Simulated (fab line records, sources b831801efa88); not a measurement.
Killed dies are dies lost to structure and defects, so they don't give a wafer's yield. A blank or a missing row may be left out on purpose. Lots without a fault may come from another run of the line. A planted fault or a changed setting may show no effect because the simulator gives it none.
One fault seen from 2 desks | flow sfq_line | each desk has only its own numbers; what lay behind them comes last

THE METROLOGY DESK
What the gauges read, lot by lot, whatever tool the lot ran on: means of the sampled wafers that have a number. A lot is out of limits, marked OUT, if its mean lies more than 4 standard deviations from the usual mean; the brackets give that distance.
Columns: A = M7_NB_RS at SFQ_M7_RS_MEAS_943, usual 0.892 ohm/sq
lot  | first seen here | A
L828 | day 69 04:24    | 0.888
L829 | day 69 07:20    | 0.906
L831 | day 69 21:31    | 0.882
L832 | day 69 22:59    | 0.869
L834 | day 74 00:59    | 0.890
L835 | day 74 05:47    | 0.885
L837 | day 76 05:43    | 0.889
L838 | day 76 12:56    | 0.875
L839 | day 76 15:56    | 0.918
L840 | day 76 19:47    | 0.896
L842 | day 77 00:37    | 0.887
L843 | day 77 03:34    | 0.849
L846 | day 77 11:22    | 0.859
L850 | day 77 20:59    | 0.899
This desk's finding: nothing out of limits on any of the 14 lots.

THE TOOL OWNER'S DESK: pvd_sputter-04
The tool's own readings at SFQ_TRILAYER_M7_DEP_SPUTTER_175 (material Nb, target thk 200 nm, time 133.3 s): means of the sampled wafers that have a number, for each lot that ran on this tool. A lot is out of limits, marked OUT, if its mean lies more than 4 standard deviations from the usual mean; the brackets give that distance.
Columns: A = throttle_valve_pct at SFQ_TRILAYER_M7_DEP_SPUTTER_175, usual 29.3 %
lot  | first seen here | A
L831 | day 69 21:25    | 28.4
L838 | day 76 12:50    | 29.5
L840 | day 76 19:41    | 30.2
L843 | day 77 03:29    | 28.8
L846 | day 77 11:17    | 28.9
This desk's finding: nothing out of limits on any of the 5 lots.

PUT TOGETHER
The metrology desk saw nothing out of limits.
The tool owner's desk saw nothing out of limits.

WHAT THE SIMULATOR HAD PUT IN
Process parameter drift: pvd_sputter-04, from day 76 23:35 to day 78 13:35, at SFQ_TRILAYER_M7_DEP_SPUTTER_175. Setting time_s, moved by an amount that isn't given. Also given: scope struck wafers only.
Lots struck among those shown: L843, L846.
